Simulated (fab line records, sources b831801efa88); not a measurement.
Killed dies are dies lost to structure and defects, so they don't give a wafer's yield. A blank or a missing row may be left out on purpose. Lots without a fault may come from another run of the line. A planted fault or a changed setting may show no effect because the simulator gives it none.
Chamber matching | flow sky130 | SKY_CAP2M_CVD_00 on pecvd-01: 3 sister chambers
The step deposits SiO2, target thk 15.5 nm. 3 wafers are shown with their chamber, then 10 later ones without.

WAFERS WITH THEIR CHAMBER
wafer  | chamber | heater_power_w (W)
L081.3 | 1       | 749
L084.6 | 0       | 653
L086.4 | 2       | 795

WAFERS WITHOUT THEIR CHAMBER
wafer  | heater_power_w (W)
L086.6 | 738
L093.1 | 745
L093.3 | 669
L093.6 | 734
L096.3 | 685
L096.5 | 835
L096.6 | 680
L097.2 | 751
L097.3 | 647
L097.6 | 712

WHICH CHAMBER EACH WENT THROUGH
wafer  | from the rows above          | in truth
L086.6 | can't be placed: 1 or 2      | 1
L093.1 | can't be placed: 1 or 2      | 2
L093.3 | 0                            | 0
L093.6 | can't be placed: 1 or 2      | 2
L096.3 | can't be placed: 0 or 1      | 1
L096.5 | can't be placed: 2 or 1      | 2
L096.6 | can't be placed: 0 or 1      | 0
L097.2 | can't be placed: 1 or 2      | 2
L097.3 | 0                            | 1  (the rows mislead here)
L097.6 | can't be placed: 1 or 0 or 2 | 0
Placed correctly: 1 of 10. Can't be placed from these rows: 8 (the true chamber is among the candidates in 8). Placed wrongly: 1.
How it was worked out, from the rows above alone: a wafer's distance from a chamber is the root of the sum, over the readings, of the square of ((its reading less the chamber's mean) divided by the reading's scatter). The wafer belongs to the nearest chamber; if the next one is less than 2 further off, it can't be placed. A chamber's mean is the mean of its shown wafers. The scatter: with one shown wafer a chamber, the root of the mean of the squares of how far each hidden wafer lies from its nearest shown one.
